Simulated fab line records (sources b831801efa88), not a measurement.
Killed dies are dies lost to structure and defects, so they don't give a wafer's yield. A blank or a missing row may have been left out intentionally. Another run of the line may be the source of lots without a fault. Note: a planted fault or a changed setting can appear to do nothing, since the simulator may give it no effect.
Matching of chambers || flow gf180mcu || 4 sister chambers for GF_CONTACT_CMP_04 on cmp-01
The step polishes SiO2. 8 wafers are shown with their chamber, then 7 later ones without.

== WAFERS PAIRED WITH THEIR CHAMBERS ==
{"wafer": "L796.4", "chamber": 0, "motorCurrentA (A)": 10.2, "timeToEndpointS (s)": 116}
{"wafer": "L799.2", "chamber": 3, "motorCurrentA (A)": 12.3, "timeToEndpointS (s)": 113}
{"wafer": "L799.6", "chamber": 2, "motorCurrentA (A)": 11.3, "timeToEndpointS (s)": 110}
{"wafer": "L800.1", "chamber": 1, "motorCurrentA (A)": 12.1, "timeToEndpointS (s)": 106}
{"wafer": "L800.5", "chamber": 1, "motorCurrentA (A)": 11.7, "timeToEndpointS (s)": 119}
{"wafer": "L800.6", "chamber": 2, "motorCurrentA (A)": 12.1, "timeToEndpointS (s)": 115}
{"wafer": "L801.1", "chamber": 0, "motorCurrentA (A)": 10.7, "timeToEndpointS (s)": 116}
{"wafer": "L801.4", "chamber": 3, "motorCurrentA (A)": 13.1, "timeToEndpointS (s)": 129}

== WAFERS MISSING THEIR CHAMBER ==
{"wafer": "L801.5", "motorCurrentA (A)": 10.7, "timeToEndpointS (s)": 121}
{"wafer": "L812.1", "motorCurrentA (A)": 12.8, "timeToEndpointS (s)": 115}
{"wafer": "L812.4", "motorCurrentA (A)": 12.1, "timeToEndpointS (s)": 113}
{"wafer": "L812.6", "motorCurrentA (A)": 13.0, "timeToEndpointS (s)": 122}
{"wafer": "L813.2", "motorCurrentA (A)": 11.8, "timeToEndpointS (s)": 120}
{"wafer": "L813.3", "motorCurrentA (A)": 11.2, "timeToEndpointS (s)": 121}
{"wafer": "L813.5", "motorCurrentA (A)": 11.1, "timeToEndpointS (s)": 118}

== EACH ONE'S CHAMBER ==
{"wafer": "L801.5", "from the rows above": "can't be placed: 0 or 2 or 1", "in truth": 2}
{"wafer": "L812.1", "from the rows above": "can't be placed: 3 or 1 or 2", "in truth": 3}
{"wafer": "L812.4", "from the rows above": "can't be placed: 1 or 2 or 3", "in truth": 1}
{"wafer": "L812.6", "from the rows above": 3, "in truth": 3}
{"wafer": "L813.2", "from the rows above": "can't be placed: 1 or 2 or 3 or 0", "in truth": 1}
{"wafer": "L813.3", "from the rows above": "can't be placed: 2 or 0 or 1 or 3", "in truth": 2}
{"wafer": "L813.5", "from the rows above": "can't be placed: 0 or 2 or 1", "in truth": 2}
Correctly placed: 1 of 7. Can't be placed from these rows: 6 (the true chamber is among the candidates in 6). Placed wrongly: 0.
How it was worked out, from the rows above alone: a wafer's distance from a chamber is the root of the sum, over the readings, of the square of ((its reading less the chamber's mean) divided by the reading's scatter). The wafer belongs to the nearest chamber; if the next one is less than 2 further off, it can't be placed. A chamber's mean is the mean of its shown wafers. The scatter: take each reading less its chamber's mean, square it, sum over the shown wafers, divide by the number of wafers less the number of chambers, and take the root.
